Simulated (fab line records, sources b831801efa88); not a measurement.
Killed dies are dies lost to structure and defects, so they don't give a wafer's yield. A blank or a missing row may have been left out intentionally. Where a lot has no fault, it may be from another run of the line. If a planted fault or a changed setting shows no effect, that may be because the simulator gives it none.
fab line records | flow sky130
[record] lots = 6 wafers = 18 last_day = 50
route steps=708 shown METAL2@495 VIA2@507 PAD_OPEN@708
lots with no fault: from the same line, run without faults
start_h: the number of hours between the record's first day and the start of the first shown wafer of the lot | wait_h: time in hours since the lot's previous step | " the same as in the row above | L1.1+2: one row covering several wafers at once | - no value, or no start was given | * or withheld: withheld | < > ~ a bound
route shown NAME@n: a module of which the file shows steps, and the number in the route of the first | usual: mean/standard deviation of fault-free wafers | same: alike in all rows | chamber/n: place in a boat | sites: per-site readings | _std_site: their standard deviation | _edge_site: inner sites' mean taken away from outer sites' mean | radius_mm: for every site, how far away it sits from the centre of the wafer | mask NAME#n: copy n | behind: the tool/chamber that last shaped the wafer | hold: why the lot was held/for how many hours/how that ended | device: names the non-switching transistor (n, p or np) | end of line: the tests these same wafers got at the end of their route | a step with no rows: only its recipe | killed: not the wafer's yield, but the dies lost to structure and defects at the first sort | map: the dies of a wafer, with x for killed, . for not killed, _ for no die there
set.NAME: the run value of the setting; set.NAME@STEP: its run value at that earlier step | model.NAME: the simulator's own value behind a step, which no gauge read
lots at some steps of the route; a table a step, a row a wafer
services: a tool's chamber out of use, with start hour (start_h, from the record's first day; less than 0 if before it), hours out, and reason
[[steps]]
[step SKY_METAL2_EXPOSE_12]
[recipe] mask_id = MM2 na = 0.8 source_shape = annular sigma_inner = 0.55 sigma_outer = 0.85 target_cd_nm = 140 dose_mj = 28
[step SKY_METAL2_PEB_13]
[recipe] peb_temp_c = withheld peb_time_s = withheld resist = KrF-thick
[step SKY_METAL2_DEVELOP_14]
[recipe] develop_time_s = 60 resist = KrF-thick dev_temp_c = 21
[step SKY_METAL2_CD_MEAS_15]
[recipe] target_cd_nm = 140
[usual] cd_nm = 140.4/1.5
// columns lot.wafer tool chamber start_h wait_h cd_nm
L679.3 cd_sem-02 - 866.85 - 141.1
L679.4 " - " " 139.8
L679.6 " - " " 140.4
L682.1 cd_sem-01 - 889.11 - 138.8
L682.3 " - " " 139.5
L682.5 " - " " 140.3
L693.3 cd_sem-01 - 960.63 - 140.1
L693.4 " - " " 141.2
L693.5 " - " " 140.4
L692.1 cd_sem-02 - 964.21 - 143.2
L692.4 " - " " 142.5
L692.6 " - " " 141.3
L695.3 cd_sem-01 - 976.54 - 141.2
L695.5 " - " " 141.7
L695.6 " - " " 141.2
L696.2 cd_sem-02 - 979.11 - 142.3
L696.3 " - " " 142.1
L696.6 " - " " 142.3
[step SKY_METAL2_OVL_MEAS_16]
[usual] METAL2_OVL = -1/5.7
// columns lot.wafer tool chamber start_h wait_h METAL2_OVL[nm]
L679.3 overlay-02 - 866.94 0.1 -5
L679.4 " - " " 1
L679.6 " - " " 4
L682.1 overlay-02 - 889.23 0.1 2
L682.3 " - " " 7
L682.5 " - " " 5
L693.3 overlay-02 - 960.73 0.1 -7
L693.4 " - " " -6
L693.5 " - " " 3
L692.1 overlay-01 - 964.33 0.1 -1
L692.4 " - " " -5
L692.6 " - " " -3
L695.3 overlay-02 - 976.63 0.1 -5
L695.5 " - " " -4
L695.6 " - " " 0
L696.2 overlay-02 - 979.22 0.1 1
L696.3 " - " " -5
L696.6 " - " " -2
[step SKY_METAL2_DESCUM_17]
[recipe] chemistry = O2 source_power_w = 150 bias_power_w = 0 pressure_mtorr = 10 temp_c = 40 time_s = 8
[usual] drypump_motor_current_A = 5.83/0.23 oes_product_au = 0.999/0.0091
// columns lot.wafer tool chamber start_h wait_h drypump_motor_current_A oes_product_au rf_hours_counter_h
L679.3 rie_metal-02 1 866.98 0.0 6.19 0.982 -
L679.4 " 0 " " 5.62 0.990 -
L679.6 " 1 " " 6.18 0.994 -
L682.1 rie_metal-01 1 889.27 0.0 5.66 1.019 11
L682.3 " 1 " " 5.65 1.012 -
L682.5 " 0 " " 6.00 1.003 -
L693.3 rie_metal-01 0 960.76 0.0 6.03 0.987 -
L693.4 " 1 " " 5.65 1.009 -
L693.5 " 0 " " 6.04 1.000 -
L692.1 rie_metal-03 1 964.37 0.0 5.89 0.996 10
L692.4 " 0 " " 5.52 0.988 -
L692.6 " 0 " " 5.49 0.992 -
L695.3 rie_metal-02 1 976.67 0.0 6.17 0.994 -
L695.5 " 1 " " 6.16 0.995 -
L695.6 " 1 " " 6.16 1.003 -
L696.2 rie_metal-01 1 979.25 0.0 5.66 1.016 15
L696.3 " 0 " " 6.02 0.997 -
L696.6 " 1 " " 5.69 1.022 -
[step SKY_METAL2_ETCH_18]
[recipe] chemistry = N2/H2 target = BARC ion_energy_ev = 200 bias_w = 100 pressure_mtorr = 30 n2_flow_sccm = 100 h2_flow_sccm = 200 icp_w = 500 stop_on = SiO2 time_s = 45.9 target_depth_a = 600
[usual] drypump_motor_current_A = 5.83/0.23 oes_product_au = 0.853/0.0044 throttle_valve_pct = 13.225/0.01
// columns lot.wafer tool chamber start_h wait_h drypump_motor_current_A oes_product_au rf_hours_counter_h throttle_valve_pct
L679.3 rie_metal-02 1 867.02 0.0 6.16 0.856 - 13.215
L679.4 " 0 " " 5.64 0.857 - 13.248
L679.6 " 1 " " 6.18 0.852 - 13.225
L682.1 rie_metal-01 1 889.30 0.0 5.70 0.851 11 13.240
L682.3 " 1 " " 5.67 0.860 - 13.242
L682.5 " 0 " " 6.03 0.851 - 13.221
L693.3 rie_metal-01 0 960.80 0.0 6.07 0.855 - 13.226
L693.4 " 1 " " 5.66 0.854 - 13.245
L693.5 " 0 " " 6.03 0.850 - 13.220
L692.1 rie_metal-03 1 964.40 0.0 5.93 0.849 10 13.210
L692.4 " 0 " " 5.52 0.841 - 13.223
L692.6 " 0 " " 5.52 0.849 - 13.231
L695.3 rie_metal-02 1 976.76 0.1 6.17 0.853 - 13.227
L695.5 " 1 " " 6.14 0.852 - 13.227
L695.6 " 1 " " 6.16 0.854 - 13.219
L696.2 rie_metal-01 1 979.28 0.0 5.68 0.852 15 13.232
L696.3 " 0 " " 6.03 0.855 - 13.240
L696.6 " 1 " " 5.68 0.854 - 13.243
[step SKY_METAL2_METAL_ETCH_19]
[recipe] target_depth_a = 3600 stop_on = SiO2 over_etch_frac = 0.3 time_s = 78 chemistry = Cl2/BCl3 resist_sidewall_deg = 88 pressure_mtorr = 10 icp_w = 900 bias_w = 48.5 Cl2_flow_sccm = 60 bcl3_flow_sccm = 30
[usual] drypump_motor_current_A = 5.82/0.23 mfc_cl2_sccm = 60.00/0.2 oes_product_au = 0.856/0.0056 throttle_valve_pct = 22.265/0.0096
// columns lot.wafer tool chamber start_h wait_h drypump_motor_current_A mfc_cl2_sccm oes_product_au rf_hours_counter_h throttle_valve_pct
L679.3 rie_metal-02 1 867.09 0.1 6.12 60.40 0.856 - 22.258
L679.4 " 0 " " 5.62 60.27 0.854 - 22.271
L679.6 " 1 " " 6.15 60.29 0.862 - 22.273
L682.1 rie_metal-01 1 889.36 0.0 5.68 59.88 0.850 11 22.289
L682.3 " 1 " " 5.67 59.90 0.858 - 22.275
L682.5 " 0 " " 6.00 59.94 0.847 - 22.266
L693.3 rie_metal-01 0 960.87 0.1 6.03 60.21 0.848 - 22.276
L693.4 " 1 " " 5.68 60.08 0.868 - 22.293
L693.5 " 0 " " 5.99 60.18 0.857 - 22.271
L692.1 rie_metal-03 1 964.46 0.0 5.94 60.11 0.858 10 22.243
L692.4 " 0 " " 5.49 59.70 0.863 - 22.275
L692.6 " 0 " " 5.47 60.15 0.860 - 22.269
L695.3 rie_metal-02 1 976.90 0.1 6.14 59.71 0.867 - 22.252
L695.5 " 1 " " 6.16 60.24 0.863 - 22.260
L695.6 " 1 " " 6.14 59.92 0.862 - 22.264
L696.2 rie_metal-01 1 979.34 0.0 5.65 60.19 0.850 15 22.274
L696.3 " 0 " " 6.03 59.80 0.856 - 22.277
L696.6 " 1 " " 5.66 60.04 0.850 - 22.267
[step SKY_METAL2_STRIP_20]
[recipe] chemistry = O2/N2 power_w = 1400 pressure_mtorr = 1500 platen_temp_c = withheld o2_flow_sccm = 3000 n2_flow_sccm = 300 overash_fraction = 0.5
[usual] drypump_motor_current_A = 6.19/0.24 oes_product_au = 0.343/0.0052 strip_time_to_endpoint_s = 2.69/0.039
// columns lot.wafer tool chamber start_h wait_h drypump_motor_current_A oes_product_au rf_hours_counter_h strip_time_to_endpoint_s
L679.3 plasma_asher-04 1 867.18 0.1 6.22 0.343 - 2.66
L679.4 " 0 " " 6.34 0.337 - 2.66
L679.6 " 1 " " 6.24 0.350 - 2.66
L682.1 plasma_asher-04 0 889.45 0.1 6.33 0.339 79 2.64
L682.3 " 0 " " 6.33 0.335 - 2.61
L682.5 " 1 " " 6.24 0.349 - 2.69
L693.3 plasma_asher-03 0 960.97 0.1 5.96 0.349 - 2.77
L693.4 " 1 " " 6.16 0.337 - 2.67
L693.5 " 1 " " 6.15 0.346 - 2.72
L692.1 plasma_asher-02 1 964.55 0.1 6.49 0.342 20 2.67
L692.4 " 1 " " 6.52 0.354 - 2.74
L692.6 " 1 " " 6.52 0.346 - 2.73
L695.3 plasma_asher-02 1 977.06 0.1 6.53 0.354 - 2.71
L695.5 " 0 " " 5.76 0.341 - 2.72
L695.6 " 1 " " 6.54 0.344 - 2.70
L696.2 plasma_asher-02 1 979.43 0.1 6.53 0.340 21 2.61
L696.3 " 1 " " 6.55 0.343 - 2.75
L696.6 " 0 " " 5.75 0.343 - 2.63
[step SKY_METAL2_STRIP_21]
[recipe] chemistry = post_etch_residue_remover time_s = 1200 temp_c = 72.5
[step SKY_METAL2_CLEAN_22]
[recipe] chemistry = IPA time_s = 180 temp_c = 25
[step SKY_METAL2_CLEAN_23]
[recipe] chemistry = O3/DIW dry = n2_spin
[step SKY_VIA2_HDPCVD_00]
[recipe] material = SiO2 target_thk_nm = 1180 sigma_open_frac = 0.3 time_s = 196.7 temp_c = 400 sih4_flow_sccm = 60 pressure_mtorr = 6
[usual] pressure_mtorr = 6.000/0.011 run_length_s = 225.0/0.63
// columns lot.wafer tool chamber start_h wait_h pressure_mtorr run_length_s model.SiO2_of_VIA2_HDPCVD_00.thk_nm
L679.3 hdpcvd-02 2 867.80 0.0 5.999 224.6 1179
L679.4 " 1 " " 6.006 225.7 1164
L679.6 " 2 " " 5.997 225.0 1172
L682.1 hdpcvd-02 1 890.08 0.0 6.007 225.6 1176
L682.3 " 2 " " 6.001 224.1 1177
L682.5 " 2 " " 5.999 224.8 1191
L693.3 hdpcvd-02 0 961.57 0.0 5.994 274.3 1481
L693.4 " 0 " " 5.989 274.7 1480
L693.5 " 2 " " 5.994 224.4 1186
L692.1 hdpcvd-02 1 965.18 0.0 6.032 225.8 1179
L692.4 " 2 " " 5.996 224.6 1188
L692.6 " 0 " " 5.990 274.5 1459
L695.3 hdpcvd-01 2 977.62 0.0 6.006 225.1 1182
L695.5 " 0 " " 5.995 224.7 1178
L695.6 " 1 " " 6.020 224.2 1159
L696.2 hdpcvd-01 2 980.03 0.0 6.011 224.4 1165
L696.3 " 1 " " 5.985 224.5 1154
L696.6 " 2 " " 6.004 224.5 1165
[step SKY_VIA2_THK_MEAS_01]
[recipe] reads = SiO2_of_VIA2_HDPCVD_00
[usual] VIA2_HDPCVD_THK = 1176/12
// columns lot.wafer tool chamber start_h wait_h VIA2_HDPCVD_THK[nm]
L679.3 film_metro-01 - 867.94 0.1 1178
L679.4 " - " " 1165
L679.6 " - " " 1172
L682.1 film_metro-03 - 890.21 0.1 1175
L682.3 " - " " 1176
L682.5 " - " " 1191
L693.3 film_metro-01 - 961.71 0.1 1480
L693.4 " - " " 1479
L693.5 " - " " 1187
L692.1 film_metro-01 - 965.31 0.1 1179
L692.4 " - " " 1188
L692.6 " - " " 1459
L695.3 film_metro-03 - 977.77 0.1 1181
L695.5 " - " " 1179
L695.6 " - " " 1160
L696.2 film_metro-01 - 980.16 0.1 1165
L696.3 " - " " 1154
L696.6 " - " " 1166
[step SKY_VIA2_CMP_02]
[recipe] material = SiO2 down_force_psi = 4 platen_rpm = 60 pad_velocity_m_s = 0.94248
[usual] motor_current_A = 12.1/1.4 platen_rpm = 60.01/0.037 slurry_filter_dp_kPa = 13.50/0.14
// columns lot.wafer tool chamber start_h wait_h motor_current_A platen_rpm slurry_filter_dp_kPa
L679.4 cmp-01 0 868.03 0.1 12.7 60.01 13.68
L679.3 " 2 " " 10.3 59.99 13.47
L679.6 " 3 " " 13.5 60.04 13.42
L682.1 cmp-02 1 890.37 0.1 11.2 59.93 13.61
L682.3 " 2 " " 14.0 59.95 13.23
L682.5 " 3 " " 10.2 59.91 13.38
L693.3 cmp-01 0 961.75 0.0 12.5 60.03 13.46
L693.4 " 2 " " 9.5 60.04 13.54
L693.5 " 1 " " 14.0 60.03 13.47
L692.1 cmp-02 0 965.42 0.1 12.1 60.07 13.43
L692.4 " 1 " " 11.7 60.00 13.28
L692.6 " 3 " " 10.4 60.01 13.70
L695.3 cmp-01 3 977.86 0.1 14.2 59.97 13.75
L695.5 " 2 " " 10.2 60.09 13.40
L695.6 " 3 " " 13.8 60.05 13.58
L696.2 cmp-02 2 980.26 0.1 14.3 59.94 13.38
L696.3 " 3 " " 9.9 60.16 13.24
L696.6 " 1 " " 12.0 60.02 13.46
[step SKY_PAD_OPEN_PROBE_99]
[usual] defect_limited_yield = 82.7/1.8 killed_at_M0_to_M3 = 44/6.8 killed_at_M4_up = 3.2/1.7 killed_at_contacts = 24/4.9 killed_at_front_end = 14/4.1 killed_at_other = 0.2/0.51 killed_dies = 85/8.7 killed_open = 46/6.8 killed_short = 39/6.1 sort_bin_3_pad_short = 0.9/0.43 sort_bin_5_function = 10.1/1.4 sort_bin_6_memory = 6.3/1.1 sort_n_pass = 407/8.7 sort_yield_pct = 82.7/1.8
[same] gross_dies = 492 killed_at_back_side = 0 sort_bin_4_leakage[%] = 0 sort_bin_8_speed[%] = 0
// columns lot.wafer tool chamber start_h wait_h defect_limited_yield[%] killed_at_M0_to_M3 killed_at_M4_up killed_at_contacts killed_at_front_end killed_at_other killed_dies killed_open killed_short sort_bin_3_pad_short[%] sort_bin_5_function[%] sort_bin_6_memory[%] sort_n_pass sort_yield_pct[%]
L682.1 prober-01 - 1131.54 0.1 85.8 35 3 15 17 0 70 38 32 0.8 7.7 5.7 422 85.8
L682.3 prober-01 - 1131.64 0.2 82.9 41 3 29 11 0 84 47 37 1.0 10.0 6.1 408 82.9
L682.5 prober-01 - 1131.74 0.2 83.3 37 3 26 16 0 82 44 38 0.6 10.0 6.1 410 83.3
L692.1 prober-02 - 1184.41 0.1 85.4 33 0 31 7 1 72 44 28 1.2 6.7 6.7 420 85.4
L692.4 prober-02 - 1184.56 0.2 85.6 34 6 19 12 0 71 37 34 0.8 7.7 5.9 421 85.6
L692.6 prober-02 - 1184.66 0.2 81.5 54 4 22 11 0 91 59 32 0.8 11.2 6.5 401 81.5
// killed by level:class
L682.1 VIA1:geometric_particle:open=11 FIELD_ISO:geometric_particle:open=7 CONTACT:geometric_particle:open=6 FIELD_ISO:geometric_particle:short=5 VIA1:geometric_particle:short=5 VIA2:geometric_particle:short=4 LI_CONTACT:geometric_particle:open=4 CONTACT:geometric_particle:short=3
L682.3 CONTACT:geometric_particle:open=12 VIA3:geometric_particle:open=9 VIA2:geometric_particle:open=8 LI_CONTACT:geometric_particle:open=7 CONTACT:geometric_particle:short=7 FIELD_ISO:geometric_particle:open=5 FIELD_ISO:geometric_particle:short=4 METAL1:geometric_particle:short=4
L682.5 VIA1:geometric_particle:open=10 CONTACT:geometric_particle:open=9 VIA3:geometric_particle:open=9 FIELD_ISO:geometric_particle:short=6 LOCAL_INTERCONNECT:geometric_particle:short=5 CONTACT:geometric_particle:short=4 METAL2:geometric_particle:short=4 POLY_GATE:geometric_particle:short=3
L692.1 CONTACT:geometric_particle:open=10 VIA1:geometric_particle:open=10 LI_CONTACT:geometric_particle:open=8 LI_CONTACT:geometric_particle:short=6 METAL2:geometric_particle:short=6 VIA2:geometric_particle:open=6 LOCAL_INTERCONNECT:geometric_particle:short=4 POLY_GATE:geometric_particle:open=3
L692.4 VIA1:geometric_particle:open=11 CONTACT:geometric_particle:open=8 VIA1:geometric_particle:short=7 FIELD_ISO:geometric_particle:open=4 VIA3:geometric_particle:open=4 METAL4:geometric_particle:short=4 FIELD_ISO:geometric_particle:short=3 LI_CONTACT:geometric_particle:short=3
L692.6 VIA1:geometric_particle:open=13 CONTACT:geometric_particle:open=10 VIA3:geometric_particle:open=10 VIA2:geometric_particle:open=9 METAL2:geometric_particle:short=7 LI_CONTACT:geometric_particle:open=7 VIA1:geometric_particle:short=5 FIELD_ISO:geometric_particle:open=4
[[services]]
// columns tool chamber start_h hours kind
hdpcvd-02 - 855.77 0.9 repair
cmp-01 - 860.22 4.5 repair
cmp-01 - 880.50 1.1 repair
rie_metal-02 - 880.75 2.8 pm
plasma_asher-04 - 888.74 0.7 repair
hdpcvd-02 2 891.11 3.0 repair
cmp-01 - 907.57 6.3 repair
rie_metal-02 - 909.75 14.6 pm
plasma_asher-04 - 921.03 0.7 repair
cmp-01 - 925.51 4.0 pm
plasma_asher-02 - 929.22 0.9 repair
cmp-01 - 929.51 - consumable_replace:conditioner
cmp-01 - 929.51 - consumable_replace:pad
cmp-01 - 931.54 3.7 repair
rie_metal-03 1 945.34 4.5 repair
plasma_asher-04 - 947.77 0.7 repair
hdpcvd-01 - 950.25 15.0 pm
hdpcvd-01 0 950.25 15.0 vent_cycle
hdpcvd-01 1 950.25 15.0 vent_cycle
hdpcvd-01 2 950.25 15.0 vent_cycle
rie_metal-02 0 965.54 - clean
rie_metal-02 0 965.54 18.5 scheduled_down
rie_metal-02 0 965.54 18.5 vent_cycle
rie_metal-03 1 978.67 17.9 repair
[[key]]
[first_sign] step = SKY_VIA2_HDPCVD_00 reading = run_length_s direction = up sigmas = 79 usual = * struck = *
[effect] step = SKY_VIA2_THK_MEAS_01 reading = VIA2_HDPCVD_THK direction = up sigmas = 25 usual = 1176 struck = 1473
[model_effect] step = SKY_VIA2_HDPCVD_00 value = SiO2_of_VIA2_HDPCVD_00.thk_nm without = 1179 struck = 1473
met_at SKY_VIA2_HDPCVD_00
struck_wafers L692.6,L693.3,L693.4
[fault] kind = process_parameter_drift tool = hdpcvd-02 chamber = 0 onset_h = 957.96 steps = SKY_VIA2_HDPCVD_00 channel = time_s offset = * shape = step end_h = 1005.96 acts_in = * stated = *
